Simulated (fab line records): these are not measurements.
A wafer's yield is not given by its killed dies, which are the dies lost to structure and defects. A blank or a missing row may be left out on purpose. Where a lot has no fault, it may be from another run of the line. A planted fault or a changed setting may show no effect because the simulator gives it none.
Comparing a struck lot with a sound one || flow sky130 || 38 out of 708 route steps
Sound: the wafers L907.2, L907.3, L907.5. The struck wafers were L908.1, L908.3, L908.6. The cause comes at the end.
Order at every step that has rows: each side's tool, ch and its chambers, its first start. Under that, the readings that differ: sound wafers || struck wafers || difference of the means || sigmas: that difference in standard deviations of wafers without a fault.
alike: words and numbers the same on both sides, and readings whose means are apart by under 2 such deviations; not compared: readings that were withheld, readings missing a value for some wafer, numbers with overlapping values and no deviation given by the record, and bounds like >300 which may hide the same value.
The two part at a step that has a row with sigmas, a row that says differs or no value, or rows on one side only. Numbers that don't overlap but have no deviation are shown without sigmas and don't part them. A reading missing from all wafers of one side parts the sides only when that side holds two or more wafers.

first, 9 steps without rows for these wafers: SKY_VIA3_SPUTTER_20 (material TiN, target thk 20 nm, time 80 s); SKY_VIA3_CVD_21 (deposits W, target thk 390 nm, time 117.31 s); SKY_VIA3_CMP_24 (polishes, stops on SiO2, t overpolish 20 s, target thk 0 nm); SKY_METAL4_SPUTTER_00 (material Ti, target thk 15 nm, time 10 s); SKY_METAL4_SPUTTER_01 (material TiN, target thk 20 nm, time 16.7 s); SKY_METAL4_SPUTTER_02 (material AlCu, target thk 735 nm, time 39.1 s); SKY_METAL4_SPUTTER_03 (material Ti, target thk 5 nm, time 3.3 s); SKY_METAL4_SPUTTER_04 (material TiN, target thk 70 nm, time 58.3 s); SKY_CAP2M_CVD_00 (deposits SiO2, target thk 15.5 nm).
SKY_CAP2M_SPUTTER_02: material TiN, target thk 200 nm, time 166.7 s.
  sound: pvd_sputter-02 at day 41 02:35; struck: pvd_sputter-02 at day 41 22:19
{"reading": "model.TiN_of_CAP2M_SPUTTER_02.thk_nm (nm)", "sound": "198.8 198.5 199.2", "struck": "84.61 82.92 84.02", "difference": -114.98, "sigmas": ""}
  alike: cathode_dc_power_W, substrate_temp_c, throttle_valve_pct
SKY_CAP2M_RS_MEAS_03: measures by four-point-probe.
  sound: film_metro-04 at day 41 02:43; struck: film_metro-04 at day 41 22:26
{"reading": "CAP2M_TIN_RS (ohm/sq)", "sound": "6.95 6.95 6.92", "struck": "16.83 17.22 16.94", "difference": "+10.06", "sigmas": "+99 or more"}
SKY_CAP2M_THK_MEAS_04: measures by xrf.
  sound: film_metro-04 at day 41 02:49; struck: film_metro-04 at day 41 22:33
{"reading": "CAP2M_TIN_THK (nm)", "sound": "200.9 200.2 201.7", "struck": "85.2 83.4 84.7", "difference": -116.5, "sigmas": -73}
then, 7 steps without rows for these wafers: SKY_CAP2M_DEHYDRATE_05 (time 60 s); SKY_CAP2M_HMDS_06 (prime time 60 s); SKY_CAP2M_COAT_07 (resist thk 1140 nm); SKY_CAP2M_SOFTBAKE_08 (time 60 s); SKY_CAP2M_EXPOSE_09 (exposes mask CAP2M, target cd 1000 nm); SKY_CAP2M_PEB_10; SKY_CAP2M_DEVELOP_11 (develop time 60 s).
SKY_CAP2M_METAL_ETCH_13: etches TiN in Cl2/BCl3, stops on SiO2, target depth 220 nm, time 62.9 s.
  sound on rie_metal-03 ch 0,1, day 42 02:19; struck on rie_metal-03 ch 0,1, day 42 21:51
{"reading": "oes_product_au (a.u.)", "sound": "0.936 0.936 0.939", "struck": "0.614 0.616 0.609", "difference": -0.324, "sigmas": -46}
{"reading": "throttle_valve_pct (%)", "sound": "21.898 21.907 21.893", "struck": "22.114 22.113 22.108", "difference": "+0.212", "sigmas": "+22"}
  alike: drypump_motor_current_A
  not compared: rf_hours_counter_h
then, 16 steps without rows for these wafers: SKY_CAP2M_STRIP_14 (strips in O2/N2); SKY_CAP2M_STRIP_15 (strips in post etch residue remover, time 1200 s); SKY_CAP2M_CLEAN_16 (cleans in IPA, time 180 s); SKY_CAP2M_CLEAN_17 (cleans in O3/DIW); SKY_METAL4_DEHYDRATE_05 (time 60 s); SKY_METAL4_HMDS_06 (prime time 60 s); SKY_METAL4_COAT_07 (resist thk 60 nm); SKY_METAL4_COAT_08 (resist thk 1140 nm); SKY_METAL4_SOFTBAKE_09 (time 90 s); SKY_METAL4_EXPOSE_10 (exposes mask MM4, target cd 300 nm); SKY_METAL4_PEB_11; SKY_METAL4_DEVELOP_12 (develop time 60 s); SKY_METAL4_DESCUM_15 (chemistry O2, time 8 s); SKY_METAL4_ETCH_16 (etches BARC in N2/H2, stops on SiO2, time 88.2 s, target depth 60 nm); SKY_METAL4_ETCH_17 (etches SiO2 in C4F8/O2/Ar, stops on TiN, time 3.9 s, target depth 15 nm); SKY_METAL4_METAL_ETCH_18 (etches the open film in Cl2/BCl3, stops on SiO2, target depth 845 nm, time 183.1 s).
SKY_METAL4_STRIP_20: strips in post etch residue remover, time 1200 s.
  sound on wet_bench-04 ch 3, day 43 03:44; struck on wet_bench-03 ch 1, day 43 21:51
{"reading": "model.TiN_of_CAP2M_SPUTTER_02.thk_nm (nm)", "sound": "197.9 197.6 198.3", "struck": "83.76 82.07 83.17", "difference": -114.93, "sigmas": ""}
-- the record jumps here: 4 days lie between the struck wafers' starts before and after (it left off in module METAL4 and takes up again in module PAD_OPEN, whose first step shown is number 708 of the route) --
SKY_PAD_OPEN_PROBE_99:
  sound: prober-02 at day 47 00:10; struck: prober-01 at day 47 15:19
{"reading": "killed_at_other", "sound": "0 0 0", "struck": "1 1 1", "difference": "+1", "sigmas": "+2"}
{"reading": "model.etest.cap_mim2.plate_ohm_sq", "sound": "6.058 6.061 6.004", "struck": "14.24 14.45 14.44", "difference": "+8.34", "sigmas": ""}
{"reading": "model.etest.cap_mim2.bv_v (V)", "sound": "13.68 13.76 13.95", "struck": "10.73 10.5 10.95", "difference": -3.07, "sigmas": ""}
{"reading": "model.etest.cap_mim2.leak_log10_a_cm2", "sound": "-8.831 -8.981 -9.056", "struck": "-7.548 -7.248 -7.5", "difference": "+1.524", "sigmas": ""}
  alike: defect_limited_yield, killed_at_M0_to_M3, killed_at_M4_up, killed_at_contacts, killed_at_front_end, killed_dies, killed_open, killed_short, sort_bin_3_pad_short, sort_bin_5_function, sort_bin_6_memory, sort_n_pass, sort_yield_pct

== WHERE THEY PART ==
First at SKY_CAP2M_RS_MEAS_03; last, within this record, at SKY_PAD_OPEN_PROBE_99.

WHY: whatever the simulator had introduced
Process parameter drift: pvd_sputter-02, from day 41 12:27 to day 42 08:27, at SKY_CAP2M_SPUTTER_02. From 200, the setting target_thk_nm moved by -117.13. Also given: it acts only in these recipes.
